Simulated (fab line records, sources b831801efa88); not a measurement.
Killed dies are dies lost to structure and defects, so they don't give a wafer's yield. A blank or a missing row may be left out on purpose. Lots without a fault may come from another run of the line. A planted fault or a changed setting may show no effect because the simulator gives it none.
Which tool did it? | flow sky130 | 13 lots, 39 wafers sampled, at 2 steps of a route of 708

WHAT THE GAUGES READ, wafer by wafer
SKY_VIA4_THK_MEAS_01.
lot  | measured     | on            | VIA4_HDPCVD_THK (nm)
L190 | day 41 01:11 | film_metro-03 | 1703 1719 1726
L191 | day 41 11:59 | film_metro-01 | 1732 1763 1733
L192 | day 41 19:59 | film_metro-04 | 1727 1723 1700
L193 | day 42 06:14 | film_metro-04 | 1718 1726 1730
L195 | day 43 10:15 | film_metro-03 | 1718 1721 1731
L197 | day 43 20:32 | film_metro-04 | 1717 1705 1732
L198 | day 44 03:08 | film_metro-03 | 1756 1751 1765
L204 | day 45 09:35 | film_metro-04 | 1712 1755 1755
L205 | day 46 12:22 | film_metro-03 | 1737 1719 1721
L209 | day 46 20:10 | film_metro-01 | 1724 1714 1734
L210 | day 47 11:11 | film_metro-04 | 1727 1726 1746
L211 | day 47 23:59 | film_metro-04 | 1730 1722 1719
L213 | day 48 04:17 | film_metro-03 | 1737 1729 1749

WHICH TOOL RAN EACH LOT (tool, then ch and the chambers of the sampled wafers, then the start)
lot  | SKY_FIELD_ISO_CLEAN_19
L190 | wet_bench-02 ch 3, day 2 04:53
L191 | wet_bench-01 ch 3, day 2 10:35
L192 | wet_bench-02 ch 0, day 2 15:53
L193 | wet_bench-02 ch 0, day 2 20:23
L195 | wet_bench-02 ch 0, day 3 07:56
L197 | wet_bench-04 ch 3, day 3 16:43
L198 | wet_bench-02 ch 0, day 3 22:14
L204 | wet_bench-01 ch 0, day 5 08:20
L205 | wet_bench-04 ch 3, day 5 12:17
L209 | wet_bench-02 ch 0, day 6 07:55
L210 | wet_bench-02 ch 3, day 6 13:05
L211 | wet_bench-01 ch 2, day 6 21:07
L213 | wet_bench-02 ch 3, day 7 04:16
- SKY_FIELD_ISO_CLEAN_19: cleans in SC1/SC2, time 150 s.

WHAT THE TOOLS THEMSELVES READ (means of the sampled wafers that have a number; where no wafer has one, the mark that the record gives instead)
The record holds no such reading with a usual standard deviation.

THE ANSWER, worked out from the rows above alone
Rule: what is usual is taken from the lots themselves. Put in order of their means at a reading, lots are off if they are a third of the lots or fewer, leave a main group of 4 or more, and stand apart from it by a gap of 3 or more times the standard deviation of the main group's means; of several such gaps the widest counts. A main group whose means are all the same, to the digits that the tables above print for the reading, isn't used. A lot without any number at a reading at which 4 lots or more have one is off too. The other lots that the step has rows for count as sound. The gauges are gone through in route order, then the tools' own readings, and for those a lot's mean is taken as printed above. The first step at which some lot is off is used, and at that step the reading that is off furthest; a lot without a number counts as furthest.
No lot is off at any reading shown: from this, nothing can be told.

WHAT THE SIMULATOR HAD PUT IN
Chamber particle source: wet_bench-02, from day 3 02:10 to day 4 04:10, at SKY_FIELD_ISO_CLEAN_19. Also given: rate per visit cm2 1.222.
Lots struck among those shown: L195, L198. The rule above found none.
